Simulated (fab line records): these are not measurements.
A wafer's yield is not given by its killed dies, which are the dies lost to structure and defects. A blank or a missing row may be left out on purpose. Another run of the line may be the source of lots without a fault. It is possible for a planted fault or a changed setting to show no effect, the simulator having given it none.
Struck lot and sound lot, side by side :: flow sky130 :: 14 steps out of a route of 708
Sound: wafers L960.1, L960.2, L960.5. Struck: wafer L959.2 (L959.3, L959.4, from the same lot, were not struck and are left out); the cause is given at the end.
Each step with rows lists, per side, the tool, then ch with its chambers, then its first start. Under that, the readings that differ: sound wafers :: struck wafers :: difference of the means :: sigmas: that difference in standard deviations of wafers without a fault.
alike: readings with means less than 2 such deviations apart, plus words and numbers identical on both sides. not compared: withheld readings, readings lacking a value on some wafer, bounds such as >300 that could conceal the same value, and numbers that have no deviation in the record and whose values overlap.
The two part at a step that has a row with sigmas, a row that says differs or no value, or rows on one side only. Numbers that don't overlap but have no deviation are shown without sigmas and don't part them. Lack of a reading on every wafer of one side parts them only where that side has two or more wafers.

first, 5 steps without rows for these wafers: SKY_LI_CONTACT_COAT_07 (resist thk 450 nm); SKY_LI_CONTACT_SOFTBAKE_08 (time 90 s); SKY_LI_CONTACT_EXPOSE_09 (exposes mask LICM1, target cd 170 nm); SKY_LI_CONTACT_PEB_10; SKY_LI_CONTACT_DEVELOP_11 (develop time 60 s).
SKY_LI_CONTACT_CD_MEAS_12 targets a cd of 170 nm.
  sound on cdSem-02, day 35 06:10; struck on cdSem-01, day 35 00:44
  alike: cdNm
SKY_LI_CONTACT_OVL_MEAS_13:
  sound on overlay-02, day 35 06:17; struck on overlay-02, day 35 00:50
  alike: LI_CONTACT_OVL
SKY_LI_CONTACT_ETCH_14: etches BARC in N2/H2, stops on SiO2, time 45.9 s, target depth 60 nm.
  sound on rieDiel-04 ch 0,1,2, day 35 06:19; struck on rieDiel-04 ch 0, day 35 00:52
  alike: drypumpMotorCurrentA, oesProductAu, throttleValvePct
  not compared: rfHoursCounterH
SKY_LI_CONTACT_ETCH_15: etches PSG in C4F8/O2/Ar, stops on Si, target depth 600 nm.
  sound on rieDiel-04 ch 0,1,2, day 35 06:22; struck on rieDiel-04 ch 0, day 35 00:55
  alike: oesProductAu
SKY_LI_CONTACT_STRIP_16: strips in O2/N2.
  sound on plasmaAsher-01 ch 0,1, day 35 06:26; struck on plasmaAsher-04 ch 0, day 35 00:59
  alike: drypumpMotorCurrentA, oesProductAu, stripTimeToEndpointS
  not compared: rfHoursCounterH
then, 2 steps without rows for these wafers: SKY_LI_CONTACT_CLEAN_17 (cleans in NMP, time 600 s); SKY_LI_CONTACT_PRE_CLEAN_18 (time 5.6 s).
SKY_LI_CONTACT_SPUTTER_19: material Ti, target thk 20 nm, time 106.37 s.
  sound on pvdSputter-03, day 35 06:44; struck on pvdSputter-04, day 35 01:17
reading: model.Ti_of_LI_CONTACT_SPUTTER_19.thkNm (nm)
sound: 20.58 20.32 20.53
struck: 30.6
difference: +10.1
sigmas: 
  alike: throttleValvePct
SKY_LI_CONTACT_SPUTTER_20: material TiN, target thk 20 nm, time 80 s.
  sound on pvdSputter-03, day 35 06:49; struck on pvdSputter-04, day 35 01:22
  alike: throttleValvePct

## WHERE THEY PART
Nowhere in this record.

WHY: what had been put in by the simulator
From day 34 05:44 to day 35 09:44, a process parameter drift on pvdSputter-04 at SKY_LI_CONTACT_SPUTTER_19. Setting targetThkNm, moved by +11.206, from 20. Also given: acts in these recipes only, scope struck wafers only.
